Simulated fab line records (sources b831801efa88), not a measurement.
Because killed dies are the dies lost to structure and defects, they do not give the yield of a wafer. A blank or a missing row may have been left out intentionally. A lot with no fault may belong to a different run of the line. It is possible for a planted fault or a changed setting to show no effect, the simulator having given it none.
Matching of chambers || flow gf180mcu || GF_PASSIVATION_ETCH_11 on rie diel-01: 4 sister chambers
The step etches the open film in CF4/O2, stops on TiN, target depth 2040 nm, time 453.3 s. 4 wafers are shown with their chamber, then 8 later ones without.

## WAFERS, EACH WITH ITS CHAMBER
{"wafer": "L078.6", "chamber": 0, "oes product au (a.u.)": 0.989}
{"wafer": "L086.4", "chamber": 2, "oes product au (a.u.)": 0.993}
{"wafer": "L087.6", "chamber": 1, "oes product au (a.u.)": 0.996}
{"wafer": "L089.1", "chamber": 3, "oes product au (a.u.)": 0.994}

## WAFERS MISSING THEIR CHAMBER
{"wafer": "L089.4", "oes product au (a.u.)": 0.983}
{"wafer": "L089.6", "oes product au (a.u.)": 0.991}
{"wafer": "L091.1", "oes product au (a.u.)": 0.991}
{"wafer": "L091.4", "oes product au (a.u.)": 0.991}
{"wafer": "L091.6", "oes product au (a.u.)": 0.994}
{"wafer": "L092.1", "oes product au (a.u.)": 0.991}
{"wafer": "L092.2", "oes product au (a.u.)": 0.989}
{"wafer": "L092.6", "oes product au (a.u.)": 0.988}

## WHICH CHAMBER EACH ONE RAN IN
{"wafer": "L089.4", "from the rows above": "can't be placed: 0 or 2 or 3", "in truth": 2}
{"wafer": "L089.6", "from the rows above": "can't be placed: 0 or 2 or 3 or 1", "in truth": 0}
{"wafer": "L091.1", "from the rows above": "can't be placed: 0 or 2 or 3 or 1", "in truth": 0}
{"wafer": "L091.4", "from the rows above": "can't be placed: 0 or 2 or 3 or 1", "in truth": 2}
{"wafer": "L091.6", "from the rows above": "can't be placed: 3 or 2 or 1 or 0", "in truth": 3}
{"wafer": "L092.1", "from the rows above": "can't be placed: 0 or 2 or 3 or 1", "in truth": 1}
{"wafer": "L092.2", "from the rows above": "can't be placed: 0 or 2 or 3", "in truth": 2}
{"wafer": "L092.6", "from the rows above": "can't be placed: 0 or 2 or 3", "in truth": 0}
Correctly placed: 0 of 8. Not placeable from these rows: 8 (in 8, the candidates include the true chamber). Placed wrongly: 0.
How it was worked out, from the rows above alone: a wafer's distance from a chamber is the root of the sum, over the readings, of the square of ((its reading less the chamber's mean) divided by the reading's scatter). The wafer belongs to the nearest chamber; if the next one is less than 2 further off, it can't be placed. Each chamber's mean is taken over the wafers shown for it. The scatter: with one shown wafer a chamber, the root of the mean of the squares of how far each hidden wafer lies from its nearest shown one.
